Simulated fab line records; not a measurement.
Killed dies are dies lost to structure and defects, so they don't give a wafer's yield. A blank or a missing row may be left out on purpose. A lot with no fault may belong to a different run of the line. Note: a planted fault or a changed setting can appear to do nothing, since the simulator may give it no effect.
fab line records	flow sky130
record lots=11	wafers=33	last_day=50
route steps=708 shown METAL4@598 VIA4@652 PAD_OPEN@708
lots that met no fault: from a run of the same line without faults
start_h: the number of hours between the record's first day and the start of the first shown wafer of the lot	wait_h: how many hours have passed since the lot's step before this one	" the same as in the row above	L1.1+2: a single row standing in for several wafers	- no value, or no start was given	* or withheld: withheld	< > ~ a bound
route shown NAME@n: a module of which the file shows steps, and the number in the route of the first	usual: mean/standard deviation of fault-free wafers	same: alike in all rows	chamber/n: place in a boat	sites: each site's reading	_std_site: the standard deviation of these	_edge_site: outer sites' mean less inner sites'	radius_mm: how far each site lies from the wafer's centre	mask NAME#n: copy n	behind: the last tool/chamber to shape the wafer	hold: what put the lot on hold/how long, in hours/how the hold closed	device: transistor that didn't switch, given as n, p or np	end of line: tests run on the same wafers once the route is complete	a step without rows: its recipe alone	killed: the dies lost at the first sort to structure and to defects; this is not the yield of the wafer	map: a wafer's dies, marking killed ones x, the rest . and places with no die _
set.NAME: the run value of the setting; set.NAME@STEP: its run value at that earlier step	model.NAME: the simulator's own value behind a step, which no gauge read
one table for each step of the route and one row for each wafer, over a sample of lots
services: when a tool's chamber went out of use (start_h, in hours from the record's first day, below 0 if earlier), for how many hours, and the reason
## steps
# step SKY_METAL4_SPUTTER_00
# recipe material=Ti	target_thk_nm=15	power_w=3000	time_s=10	chamber_pressure_pa=0.4
# usual throttle_valve_pct=30.2/0.69
lot.wafer	tool	chamber	start_h	wait_h	throttle_valve_pct
L900.2	pvd_sputter-01	-	936.44	0.1	28.9
L900.3	"	-	"	"	30.4
L900.6	"	-	"	"	29.1
L901.3	pvd_sputter-02	-	944.51	0.1	30.2
L901.4	"	-	"	"	30.1
L901.5	"	-	"	"	31.0
L902.1	pvd_sputter-04	-	945.78	0.1	29.5
L902.3	"	-	"	"	29.9
L902.4	"	-	"	"	30.8
L903.1	pvd_sputter-02	-	953.38	0.1	30.5
L903.2	"	-	"	"	30.2
L903.6	"	-	"	"	31.2
L904.1	pvd_sputter-01	-	962.74	0.2	29.4
L904.3	"	-	"	"	30.6
L904.4	"	-	"	"	31.3
L905.2	pvd_sputter-02	-	968.48	0.2	30.3
L905.4	"	-	"	"	30.3
L905.6	"	-	"	"	30.4
L908.1	pvd_sputter-01	-	987.28	0.1	31.3
L908.3	"	-	"	"	29.4
L908.5	"	-	"	"	31.4
L911.2	pvd_sputter-02	-	1017.74	0.1	30.7
L911.5	"	-	"	"	30.5
L911.6	"	-	"	"	30.2
L913.2	pvd_sputter-01	-	1021.38	0.1	30.7
L913.4	"	-	"	"	31.2
L913.5	"	-	"	"	31.2
L918.1	pvd_sputter-04	-	1055.02	0.2	30.7
L918.4	"	-	"	"	29.6
L918.6	"	-	"	"	30.0
L923.2	pvd_sputter-04	-	1079.70	0.1	29.6
L923.3	"	-	"	"	30.1
L923.4	"	-	"	"	30.7
# step SKY_METAL4_SPUTTER_04
# recipe material=TiN	target_thk_nm=70	power_w=6500	time_s=58.3	chamber_pressure_pa=0.4
# usual throttle_valve_pct=30.1/0.69
lot.wafer	tool	chamber	start_h	wait_h	throttle_valve_pct
L900.2	pvd_sputter-01	-	936.55	0.0	28.9
L900.3	"	-	"	"	30.3
L900.6	"	-	"	"	28.8
L901.3	pvd_sputter-02	-	944.62	0.0	30.4
L901.4	"	-	"	"	30.4
L901.5	"	-	"	"	30.9
L902.1	pvd_sputter-04	-	945.89	0.0	29.4
L902.3	"	-	"	"	30.1
L902.4	"	-	"	"	30.5
L903.1	pvd_sputter-02	-	953.49	0.0	30.3
L903.2	"	-	"	"	29.9
L903.6	"	-	"	"	30.8
L904.1	pvd_sputter-01	-	962.84	0.0	29.4
L904.3	"	-	"	"	30.3
L904.4	"	-	"	"	31.1
L905.2	pvd_sputter-02	-	968.59	0.0	30.2
L905.4	"	-	"	"	30.4
L905.6	"	-	"	"	30.6
L908.1	pvd_sputter-01	-	987.39	0.0	31.3
L908.3	"	-	"	"	29.7
L908.5	"	-	"	"	31.4
L911.2	pvd_sputter-02	-	1017.85	0.0	30.1
L911.5	"	-	"	"	30.4
L911.6	"	-	"	"	29.9
L913.2	pvd_sputter-01	-	1021.48	0.0	30.5
L913.4	"	-	"	"	31.1
L913.5	"	-	"	"	31.1
L918.1	pvd_sputter-04	-	1055.12	0.0	30.5
L918.4	"	-	"	"	29.8
L918.6	"	-	"	"	29.8
L923.2	pvd_sputter-04	-	1079.80	0.0	29.4
L923.3	"	-	"	"	30.0
L923.4	"	-	"	"	30.6
# step SKY_METAL4_STRIP_19
# recipe chemistry=O2/N2	power_w=1400	pressure_mtorr=1500	platen_temp_c=withheld	o2_flow_sccm=3000	n2_flow_sccm=300	overash_fraction=0.5
# usual drypump_motor_current_A=5.4/0.31	oes_product_au=0.503/0.0054	strip_time_to_endpoint_s=6.53/0.063
lot.wafer	tool	chamber	start_h	wait_h	drypump_motor_current_A	oes_product_au	rf_hours_counter_h	strip_time_to_endpoint_s
L900.2	plasma_asher-01	1	986.03	0.1	5.4	0.505	60	6.53
L900.3	"	0	"	"	4.8	0.507	-	6.54
L900.6	"	0	"	"	4.8	0.500	-	6.53
L901.3	plasma_asher-04	1	994.73	0.1	5.3	0.503	-	6.60
L901.4	"	0	"	"	5.1	0.502	-	6.57
L901.5	"	0	"	"	5.1	0.507	-	6.61
L902.1	plasma_asher-02	1	995.10	0.1	5.7	0.508	87	6.54
L902.3	"	0	"	"	5.6	0.504	-	6.57
L902.4	"	1	"	"	5.8	0.508	-	6.50
L903.1	plasma_asher-02	1	1002.63	0.1	5.7	0.497	88	6.45
L903.2	"	0	"	"	5.6	0.497	88	6.41
L903.6	"	1	"	"	5.8	0.502	-	6.37
L904.1	plasma_asher-02	1	1010.71	0.1	5.8	0.505	89	6.57
L904.3	"	0	"	"	5.6	0.491	-	6.55
L904.4	"	1	"	"	5.8	0.513	-	6.66
L905.2	plasma_asher-04	0	1016.30	0.1	5.1	0.503	104	6.49
L905.4	"	1	"	"	5.2	0.507	-	6.50
L905.6	"	1	"	"	5.2	0.503	-	6.49
L908.1	plasma_asher-02	1	1034.05	0.1	5.7	0.499	91	6.59
L908.3	"	0	"	"	5.6	0.498	-	6.44
L908.5	"	0	"	"	5.5	0.514	-	6.48
L911.2	plasma_asher-01	1	1061.95	0.1	5.4	0.497	68	6.54
L911.5	"	0	"	"	4.8	0.511	-	6.51
L911.6	"	1	"	"	5.4	0.503	-	6.53
L913.2	plasma_asher-02	0	1066.90	0.1	5.6	0.499	94	6.48
L913.4	"	1	"	"	5.8	0.503	-	6.49
L913.5	"	1	"	"	5.8	0.497	-	6.55
L918.1	plasma_asher-02	1	1098.50	0.1	5.7	0.498	98	6.53
L918.4	"	0	"	"	5.6	0.504	-	6.55
L918.6	"	1	"	"	5.7	0.511	-	6.59
L923.2	plasma_asher-02	0	1121.83	0.1	5.6	0.499	100	6.57
L923.3	"	0	"	"	5.6	0.515	-	6.58
L923.4	"	1	"	"	5.7	0.507	-	6.54
# step SKY_VIA4_STRIP_13
# recipe chemistry=O2/N2	power_w=1400	pressure_mtorr=1500	platen_temp_c=withheld	o2_flow_sccm=3000	n2_flow_sccm=300	overash_fraction=0.5
# usual drypump_motor_current_A=5.6/0.32	oes_product_au=0.710/0.0046	strip_time_to_endpoint_s=12.802/0.029
lot.wafer	tool	chamber	start_h	wait_h	drypump_motor_current_A	oes_product_au	rf_hours_counter_h	strip_time_to_endpoint_s
L900.2	plasma_asher-04	0	1010.08	-	5.1	0.716	104	12.782
L900.3	"	0	"	"	5.1	0.710	-	12.786
L900.6	"	1	"	"	5.2	0.720	-	12.799
L901.3	plasma_asher-03	1	1018.51	-	5.9	0.710	-	12.785
L901.4	"	0	"	"	6.0	0.704	-	12.783
L901.5	"	1	"	"	5.9	0.702	-	12.732
L902.1	plasma_asher-04	0	1019.38	-	5.1	0.704	104	12.807
L902.3	"	0	"	"	5.1	0.709	-	12.790
L902.4	"	1	"	"	5.2	0.712	-	12.764
L903.1	plasma_asher-03	0	1026.13	-	6.0	0.711	30	12.825
L903.2	"	1	"	"	5.8	0.714	30	12.798
L903.6	"	0	"	"	6.0	0.711	-	12.822
L904.1	plasma_asher-03	1	1034.18	-	5.8	0.716	31	12.791
L904.3	"	1	"	"	5.8	0.716	-	12.828
L904.4	"	0	"	"	6.0	0.707	-	12.792
L905.2	plasma_asher-02	0	1039.73	-	5.6	0.706	91	12.805
L905.4	"	0	"	"	5.6	0.717	-	12.798
L905.6	"	1	"	"	5.7	0.712	-	12.732
L908.1	plasma_asher-03	1	1056.68	-	5.9	0.718	33	12.824
L908.3	"	0	"	"	6.0	0.711	-	12.843
L908.5	"	1	"	"	5.9	0.705	-	12.799
L911.2	plasma_asher-03	0	1084.28	-	6.0	0.706	36	12.782
L911.5	"	0	"	"	6.0	0.713	-	12.855
L911.6	"	1	"	"	5.9	0.711	-	12.833
L913.2	plasma_asher-04	0	1089.08	-	5.1	0.707	2	12.830
L913.4	"	1	"	"	5.2	0.703	-	12.802
L913.5	"	0	"	"	5.1	0.711	-	12.829
L918.1	plasma_asher-03	1	1119.33	-	5.8	0.709	39	12.766
L918.4	"	0	"	"	6.0	0.712	-	12.784
L918.6	"	0	"	"	6.0	0.711	-	12.762
L923.2	plasma_asher-04	0	1141.83	-	5.1	0.716	7	12.791
L923.3	"	1	"	"	5.3	0.707	-	12.791
L923.4	"	0	"	"	5.1	0.711	-	12.804
# step SKY_PAD_OPEN_PROBE_99
# usual defect_limited_yield=82.4/2	killed_at_M0_to_M3=44/6.8	killed_at_M4_up=3.4/2	killed_at_contacts=24/5.2	killed_at_front_end=15/5.2	killed_at_other=0.2/0.46	killed_dies=87/9.8	killed_on_rim=17/3.8	killed_open=47/7.5	killed_short=39/6.8	sort_bin_3_pad_short=0.8/0.37	sort_bin_5_function=10.5/1.5	sort_bin_6_memory=6.3/1.2	sort_n_pass=405/9.8	sort_yield_pct=82.4/2
# same gross_dies=492	killed_at_back_side=0	sort_bin_4_leakage[%]=0	sort_bin_8_speed[%]=0
lot.wafer	tool	chamber	start_h	wait_h	defect_limited_yield[%]	killed_at_M0_to_M3	killed_at_M4_up	killed_at_contacts	killed_at_front_end	killed_at_other	killed_dies	killed_on_rim	killed_open	killed_short	sort_bin_3_pad_short[%]	sort_bin_5_function[%]	sort_bin_6_memory[%]	sort_n_pass	sort_yield_pct[%]
L900.2	prober-02	-	1081.35	0.1	82.7	43	2	27	13	0	85	23	53	32	0.4	10.8	6.1	407	82.7
L900.3	prober-02	-	1081.40	0.2	82.3	43	4	19	20	1	87	20	48	39	1.0	10.4	6.3	405	82.3
L900.6	prober-02	-	1081.55	0.2	81.7	49	5	20	16	0	90	19	45	45	0.4	12.0	5.9	402	81.7
L901.3	prober-01	-	1088.00	0.2	80.9	52	2	27	13	0	94	24	55	39	1.0	11.4	6.7	398	80.9
L901.4	prober-01	-	1088.05	0.2	78.3	55	6	18	28	0	107	19	55	52	0.4	13.8	7.5	385	78.3
L901.5	prober-01	-	1088.10	0.2	77.4	58	4	30	19	0	111	22	59	52	1.2	13.8	7.5	381	77.4
L902.1	prober-02	-	1089.34	0.1	81.5	47	5	28	10	1	91	13	44	47	1.2	10.6	6.7	401	81.5
L902.3	prober-02	-	1089.44	0.2	78.9	51	2	30	21	0	104	22	51	53	0.8	12.6	7.7	388	78.9
L902.4	prober-02	-	1089.49	0.2	80.9	43	3	28	20	0	94	17	56	38	0.2	12.6	6.3	398	80.9
L903.1	prober-01	-	1095.38	0.1	80.9	35	3	26	29	1	94	17	51	43	0.8	11.8	6.5	398	80.9
L903.2	prober-01	-	1095.43	0.1	84.1	35	2	23	18	0	78	12	44	34	0.6	7.9	7.3	414	84.1
L903.6	prober-01	-	1095.63	0.2	83.7	41	3	19	17	0	80	16	44	36	1.4	11.0	3.9	412	83.7
L904.1	prober-02	-	1103.16	0.1	81.3	54	2	26	10	0	92	18	58	34	0.6	9.8	8.3	400	81.3
L904.3	prober-02	-	1103.26	0.2	81.9	54	5	19	11	0	89	21	54	35	0.8	9.3	7.9	403	81.9
L904.4	prober-02	-	1103.31	0.2	79.1	47	8	34	13	1	103	19	48	55	1.0	12.4	7.5	389	79.1
L905.2	prober-01	-	1107.27	0.1	78.0	55	4	32	16	1	108	25	57	51	1.2	10.6	10.2	384	78.0
L905.4	prober-01	-	1107.37	0.2	83.9	39	5	24	11	0	79	21	46	33	1.6	9.3	5.1	413	83.9
L905.6	prober-01	-	1107.47	0.2	81.1	41	2	26	24	0	93	18	48	45	0.4	12.2	6.3	399	81.1
L908.1	prober-02	-	1124.41	0.1	80.5	50	4	26	16	0	96	20	56	40	1.0	11.8	6.7	396	80.5
L908.3	prober-02	-	1124.51	0.2	86.8	33	2	22	8	0	65	13	42	23	0.4	8.9	3.9	427	86.8
L908.5	prober-02	-	1124.61	0.2	83.5	35	3	31	10	2	81	12	42	39	0.8	8.9	6.7	411	83.5
L911.2	prober-02	-	1148.02	0.1	81.1	46	3	25	18	1	93	20	54	39	1.2	10.8	6.9	399	81.1
L911.5	prober-02	-	1148.17	0.2	80.7	50	3	24	17	1	95	14	57	38	0.4	12.4	6.5	397	80.7
L911.6	prober-02	-	1148.22	0.2	80.7	48	5	23	19	0	95	20	62	33	0.4	11.8	7.1	397	80.7
L913.2	prober-01	-	1150.58	0.1	79.7	43	7	38	12	0	100	20	63	37	0.4	11.6	8.3	392	79.7
L913.4	prober-01	-	1150.68	0.2	77.4	52	26	23	10	0	111	27	40	46	2.4	14.2	5.9	381	77.4
L913.5	prober-01	-	1150.73	0.2	80.7	35	30	22	8	0	95	23	39	29	2.2	11.8	5.3	397	80.7
L918.1	prober-02	-	1178.35	0.1	82.7	48	1	19	16	1	85	21	57	28	0.6	11.4	5.3	407	82.7
L918.4	prober-02	-	1178.50	0.2	83.1	35	2	29	16	1	83	13	52	31	0.2	11.2	5.5	409	83.1
L918.6	prober-02	-	1178.60	0.2	87.8	31	4	13	12	0	60	9	32	28	0.8	7.1	4.3	432	87.8
L923.2	prober-01	-	1196.54	0.1	80.7	48	4	30	13	0	95	18	49	46	0.8	12.0	6.5	397	80.7
L923.3	prober-01	-	1196.59	0.2	81.1	53	3	23	14	0	93	10	57	36	0.2	12.0	6.7	399	81.1
L923.4	prober-01	-	1196.64	0.2	80.7	52	7	22	12	2	95	20	51	44	0.6	10.4	8.3	397	80.7
# killed by level:class
L900.2 LI_CONTACT:geometric_particle:open=10 VIA2:geometric_particle:open=9 VIA1:geometric_particle:open=8 VIA3:geometric_particle:open=8 CONTACT:geometric_particle:short=7 METAL1:geometric_particle:short=5 VIA1:geometric_particle:short=5 FIELD_ISO:geometric_particle:open=3
L900.3 METAL1:geometric_particle:short=10 VIA1:geometric_particle:open=10 POLY_GATE:geometric_particle:short=7 LI_CONTACT:geometric_particle:open=7 VIA3:geometric_particle:open=7 CONTACT:geometric_particle:open=6 VIA2:geometric_particle:open=6 POLY_GATE:geometric_particle:open=5
L900.6 POLY_GATE:geometric_particle:short=8 VIA2:geometric_particle:open=8 CONTACT:geometric_particle:open=8 VIA1:geometric_particle:open=8 VIA3:geometric_particle:open=7 METAL1:geometric_particle:short=6 VIA3:geometric_particle:short=6 LI_CONTACT:geometric_particle:open=5
L901.3 VIA1:geometric_particle:open=16 CONTACT:geometric_particle:open=10 METAL1:geometric_particle:short=8 METAL2:geometric_particle:short=6 VIA2:geometric_particle:open=6 FIELD_ISO:geometric_particle:open=5 CONTACT:geometric_particle:short=5 VIA3:geometric_particle:open=5
L901.4 VIA1:geometric_particle:open=12 FIELD_ISO:geometric_particle:open=9 VIA3:geometric_particle:open=9 VIA2:geometric_particle:open=8 FIELD_ISO:geometric_particle:short=7 POLY_GATE:geometric_particle:short=6 METAL4:geometric_particle:short=6 METAL2:geometric_particle:short=6
L901.5 LI_CONTACT:geometric_particle:open=10 VIA3:geometric_particle:open=10 CONTACT:geometric_particle:open=9 VIA1:geometric_particle:open=8 METAL1:geometric_particle:short=8 METAL2:geometric_particle:short=8 LOCAL_INTERCONNECT:geometric_particle:short=6 VIA1:geometric_particle:short=6
L902.1 VIA1:geometric_particle:open=14 METAL1:geometric_particle:short=11 LI_CONTACT:geometric_particle:open=8 LOCAL_INTERCONNECT:geometric_particle:short=6 CONTACT:geometric_particle:open=6 CONTACT:geometric_particle:short=5 VIA1:geometric_particle:short=4 METAL2:geometric_particle:short=4
L902.3 LI_CONTACT:geometric_particle:open=10 CONTACT:geometric_particle:open=10 METAL1:geometric_particle:short=10 VIA1:geometric_particle:short=8 VIA2:geometric_particle:open=8 VIA1:geometric_particle:open=7 CONTACT:geometric_particle:short=6 POLY_GATE:geometric_particle:short=5
L902.4 CONTACT:geometric_particle:open=14 VIA1:geometric_particle:open=13 POLY_GATE:geometric_particle:short=8 FIELD_ISO:geometric_particle:open=6 LI_CONTACT:geometric_particle:open=6 CONTACT:geometric_particle:short=5 VIA2:geometric_particle:short=5 VIA2:geometric_particle:open=5
L903.1 CONTACT:geometric_particle:open=9 FIELD_ISO:geometric_particle:open=8 LI_CONTACT:geometric_particle:open=8 FIELD_ISO:geometric_particle:short=7 VIA1:geometric_particle:open=7 METAL1:geometric_particle:short=5 METAL2:geometric_particle:short=5 POLY_GATE:geometric_particle:open=4
L903.2 VIA1:geometric_particle:open=13 CONTACT:geometric_particle:open=11 METAL1:geometric_particle:short=7 FIELD_ISO:geometric_particle:short=4 VIA3:geometric_particle:open=4 LI_CONTACT:geometric_particle:open=4 FIELD_ISO:geometric_particle:open=3 POLY_GATE:geometric_particle:open=3
L903.6 CONTACT:geometric_particle:open=10 VIA2:geometric_particle:open=10 VIA1:geometric_particle:open=8 POLY_GATE:geometric_particle:short=7 VIA3:geometric_particle:open=6 METAL1:geometric_particle:short=5 FIELD_ISO:geometric_particle:open=4 FIELD_ISO:geometric_particle:short=4
L904.1 VIA1:geometric_particle:open=20 LI_CONTACT:geometric_particle:open=10 CONTACT:geometric_particle:open=7 VIA1:geometric_particle:short=6 VIA2:geometric_particle:short=5 METAL2:geometric_particle:short=5 LOCAL_INTERCONNECT:geometric_particle:open=4 METAL1:geometric_particle:short=4
L904.3 VIA1:geometric_particle:open=11 VIA3:geometric_particle:open=10 CONTACT:geometric_particle:open=8 METAL1:geometric_particle:short=6 VIA2:geometric_particle:open=6 LI_CONTACT:geometric_particle:open=5 METAL1:geometric_particle:open=4 VIA1:geometric_particle:short=4
L904.4 CONTACT:geometric_particle:open=12 VIA1:geometric_particle:short=11 LI_CONTACT:geometric_particle:open=9 LI_CONTACT:geometric_particle:short=8 VIA1:geometric_particle:open=7 VIA2:geometric_particle:open=7 METAL1:geometric_particle:short=6 FIELD_ISO:geometric_particle:short=5
L905.2 VIA1:geometric_particle:open=11 CONTACT:geometric_particle:open=10 VIA1:geometric_particle:short=10 LI_CONTACT:geometric_particle:open=8 VIA3:geometric_particle:open=7 VIA2:geometric_particle:short=6 LOCAL_INTERCONNECT:geometric_particle:short=5 CONTACT:geometric_particle:short=5
L905.4 VIA1:geometric_particle:open=10 LI_CONTACT:geometric_particle:open=10 VIA3:geometric_particle:open=8 CONTACT:geometric_particle:open=8 VIA1:geometric_particle:short=6 METAL1:geometric_particle:short=5 FIELD_ISO:geometric_particle:open=4 POLY_GATE:geometric_particle:short=3
L905.6 POLY_GATE:geometric_particle:open=7 LI_CONTACT:geometric_particle:open=7 METAL2:geometric_particle:short=7 CONTACT:geometric_particle:short=6 VIA1:geometric_particle:open=6 VIA2:geometric_particle:open=6 FIELD_ISO:geometric_particle:open=5 LOCAL_INTERCONNECT:geometric_particle:short=5
L908.1 CONTACT:geometric_particle:open=16 VIA1:geometric_particle:open=16 CONTACT:geometric_particle:short=7 VIA1:geometric_particle:short=7 METAL3:geometric_particle:short=5 METAL1:geometric_particle:short=5 POLY_GATE:geometric_particle:short=4 VIA2:geometric_particle:open=4
L908.3 CONTACT:geometric_particle:open=12 VIA2:geometric_particle:open=8 VIA1:geometric_particle:open=6 VIA1:geometric_particle:short=5 LI_CONTACT:geometric_particle:open=4 METAL1:geometric_particle:short=3 POLY_GATE:geometric_particle:open=3 LI_CONTACT:geometric_particle:short=3
L908.5 CONTACT:geometric_particle:open=13 VIA1:geometric_particle:open=8 VIA1:geometric_particle:short=7 VIA2:geometric_particle:open=7 POLY_GATE:geometric_particle:short=6 LI_CONTACT:geometric_particle:open=6 CONTACT:geometric_particle:short=6 METAL1:geometric_particle:short=5
L911.2 CONTACT:geometric_particle:open=11 LI_CONTACT:geometric_particle:open=10 VIA1:geometric_particle:open=9 METAL1:geometric_particle:short=8 VIA2:geometric_particle:open=7 VIA2:geometric_particle:short=6 FIELD_ISO:geometric_particle:short=5 POLY_GATE:geometric_particle:open=5
L911.5 VIA2:geometric_particle:open=14 CONTACT:geometric_particle:open=9 VIA1:geometric_particle:open=7 LI_CONTACT:geometric_particle:open=6 VIA3:geometric_particle:open=6 VIA2:geometric_particle:short=5 POLY_GATE:geometric_particle:short=4 LI_CONTACT:geometric_particle:short=4
L911.6 VIA1:geometric_particle:open=15 VIA2:geometric_particle:open=9 CONTACT:geometric_particle:open=8 FIELD_ISO:geometric_particle:short=5 LI_CONTACT:geometric_particle:open=5 METAL1:geometric_particle:open=5 SPACER:geometric_particle:open=4 LOCAL_INTERCONNECT:geometric_particle:short=4
L913.2 CONTACT:geometric_particle:open=15 VIA1:geometric_particle:open=14 LI_CONTACT:geometric_particle:open=11 VIA1:geometric_particle:short=7 POLY_GATE:geometric_particle:open=5 LOCAL_INTERCONNECT:geometric_particle:short=5 METAL2:geometric_particle:short=5 VIA2:geometric_particle:open=5
L913.4 METAL4:unspecified=25 VIA2:geometric_particle:open=9 VIA1:geometric_particle:open=8 LI_CONTACT:geometric_particle:open=7 VIA1:geometric_particle:short=6 METAL2:geometric_particle:short=6 VIA3:geometric_particle:short=6 VIA3:geometric_particle:open=6
L913.5 METAL4:unspecified=27 LI_CONTACT:geometric_particle:open=7 VIA1:geometric_particle:open=7 VIA2:geometric_particle:open=7 LOCAL_INTERCONNECT:geometric_particle:short=5 CONTACT:geometric_particle:open=4 VIA1:geometric_particle:short=4 VIA2:geometric_particle:short=4
L918.1 VIA1:geometric_particle:open=14 VIA3:geometric_particle:open=11 CONTACT:geometric_particle:open=10 VIA2:geometric_particle:open=5 POLY_GATE:geometric_particle:short=5 POLY_GATE:geometric_particle:open=5 METAL3:geometric_particle:short=5 LI_CONTACT:geometric_particle:open=5
L918.4 VIA1:geometric_particle:open=12 CONTACT:geometric_particle:open=11 LI_CONTACT:geometric_particle:open=9 FIELD_ISO:geometric_particle:open=5 CONTACT:geometric_particle:short=5 METAL2:geometric_particle:short=5 VIA3:geometric_particle:open=5 POLY_GATE:geometric_particle:short=3
L918.6 VIA1:geometric_particle:open=11 METAL2:geometric_particle:short=5 CONTACT:geometric_particle:open=4 LI_CONTACT:geometric_particle:open=4 METAL3:geometric_particle:short=3 METAL4:geometric_particle:short=3 LI_CONTACT:geometric_particle:short=2 FIELD_ISO:geometric_particle:open=2
L923.2 LI_CONTACT:geometric_particle:open=10 VIA1:geometric_particle:open=10 VIA3:geometric_particle:open=7 VIA2:geometric_particle:open=7 CONTACT:geometric_particle:short=6 LOCAL_INTERCONNECT:geometric_particle:short=6 VIA1:geometric_particle:short=5 METAL1:geometric_particle:short=5
L923.3 VIA1:geometric_particle:open=16 VIA3:geometric_particle:open=9 CONTACT:geometric_particle:open=7 LI_CONTACT:geometric_particle:open=6 CONTACT:geometric_particle:short=6 VIA1:geometric_particle:short=5 VIA2:geometric_particle:open=5 METAL3:geometric_particle:short=5
L923.4 VIA1:geometric_particle:open=13 VIA3:geometric_particle:open=11 CONTACT:geometric_particle:open=8 METAL1:geometric_particle:short=7 CONTACT:geometric_particle:short=6 VIA2:geometric_particle:open=5 VIA3:geometric_particle:short=5 VIA1:geometric_particle:short=4
## services
tool	chamber	start_h	hours	kind
pvd_sputter-04	-	929.41	5.0	repair
pvd_sputter-02	-	934.72	4.6	repair
plasma_asher-03	-	937.74	2.8	pm
pvd_sputter-02	3	953.85	-	consumable_replace:kit
pvd_sputter-02	3	953.85	18.0	scheduled_down
pvd_sputter-02	3	953.85	18.0	vent_cycle
pvd_sputter-04	-	1020.62	0.9	repair
pvd_sputter-04	1	1041.35	-	consumable_replace:kit
pvd_sputter-04	1	1041.35	18.0	scheduled_down
pvd_sputter-04	1	1041.35	18.0	vent_cycle
plasma_asher-01	-	1048.08	2.8	pm
plasma_asher-04	-	1055.25	9.0	pm
plasma_asher-04	0	1055.25	9.0	vent_cycle
pvd_sputter-01	2	1064.88	-	consumable_replace:kit
pvd_sputter-01	2	1064.88	18.0	scheduled_down
pvd_sputter-01	2	1064.88	18.0	vent_cycle
pvd_sputter-02	2	1073.81	-	consumable_replace:kit
pvd_sputter-02	2	1073.81	18.0	scheduled_down
pvd_sputter-02	2	1073.81	18.0	vent_cycle
pvd_sputter-02	1	1114.93	-	consumable_replace:kit
pvd_sputter-02	1	1114.93	18.0	scheduled_down
pvd_sputter-02	1	1114.93	18.0	vent_cycle
plasma_asher-04	-	1126.10	3.5	repair
pvd_sputter-01	-	1133.42	19.7	repair
## key
first_sign step=SKY_PAD_OPEN_PROBE_99	reading=killed_at_M4_up	direction=up	sigmas=13	usual=3.4	struck=28
effect step=SKY_PAD_OPEN_PROBE_99	reading=sort_bin_3_pad_short	direction=up	sigmas=4.1	usual=0.8	struck=2.3
met_at SKY_METAL4_SPUTTER_00
struck_lots L913
struck_wafers L913.4,L913.5
not_acting_at SKY_METAL4_SPUTTER_04,SKY_METAL4_STRIP_19,SKY_VIA4_STRIP_13
onset_between 987.28 1021.38
fault kind=chamber_particle_source	tool=pvd_sputter-01	chamber=-	onset_h=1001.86	steps=SKY_METAL4_SPUTTER_00	rate_per_visit_cm2=0.44885	end_h=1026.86	scope=struck_wafers_only
